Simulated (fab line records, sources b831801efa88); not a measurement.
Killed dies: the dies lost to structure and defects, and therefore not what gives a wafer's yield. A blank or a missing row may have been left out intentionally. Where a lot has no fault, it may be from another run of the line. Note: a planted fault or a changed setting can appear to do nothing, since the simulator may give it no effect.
One fault through the eyes of 2 desks -- flow gf180mcu -- each desk holds nothing but its own numbers, with what lay behind them at the end

AT THE TOOL OWNER'S DESK: pecvd-04
The tool's own readings at GF_SAB_CVD_00 (deposits SiO2 from TEOS, target thk 50 nm, time 4.9302 s): means of the sampled wafers that have a number, for each lot that ran on this tool. The brackets show how far a lot's mean lies from the usual mean; more than 4 standard deviations puts the lot out of limits, marked OUT.
Columns: A = heater power w at GF_SAB_CVD_00, usual 661 W; B = susceptor temp C at GF_SAB_CVD_00, usual 399.97 C
lot,first seen here,A,B
L647,day 15 23:14,588,399.86
L658,day 19 22:55,643,399.95
This desk found nothing out of limits on any of the 2 lots.

FROM THE METROLOGY DESK
Means of the sampled wafers that have a number, per lot and without regard to the tool the lot ran on: this is what the gauges read. The brackets show how far a lot's mean lies from the usual mean; more than 4 standard deviations puts the lot out of limits, marked OUT.
Columns: A = PSD_OVL at GF_PSD_OVL_MEAS_08, usual 0.1 nm; B = SAB_CVD_00_THK at GF_SAB_THK_MEAS_01, usual 50.3 nm
lot,first seen here,A,B
L642,day 13 16:41,0.8,50.0
L643,day 14 05:43,1.1,50.9
L644,day 14 09:32,-0.5,50.7
L645,day 15 02:11,1.7,50.1
L647,day 15 22:31,-1.9,50.6
L646,day 15 23:19,0.6,50.1
L648,day 16 11:49,-0.7,50.6
L649,day 16 14:19,-0.8,49.8
L658,day 19 22:10,0.1,46.6 (-5.3) OUT
L662,day 21 04:10,0.3,50.1
L663,day 21 07:52,-0.2,49.5
L664,day 21 14:52,0.1,49.6
L665,day 21 23:46,-0.6,50.3
This desk finds L658 out of limits, with the earliest case on L658 at day 19 22:56 (SAB_CVD_00_THK at GF_SAB_THK_MEAS_01). In limits: L642, L643, L644, L645, L647, L646, L648, L649, L662, L663, L664, L665.

ALL TOGETHER
An alarm was possible from the metrology desk at day 19 22:56, on L658.
The tool owner's desk saw nothing out of limits.
On record at the tool owner's desk: L658, within its limits.
All the named lots went through GF_SAB_CVD_00 on pecvd-04.

WHAT WAS PUT IN BY THE SIMULATOR
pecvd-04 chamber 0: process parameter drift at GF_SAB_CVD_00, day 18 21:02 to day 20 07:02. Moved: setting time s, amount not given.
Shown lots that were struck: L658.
Time in hours between the start of the fault and the first out-of-limits reading at each desk: metrology desk, 26.
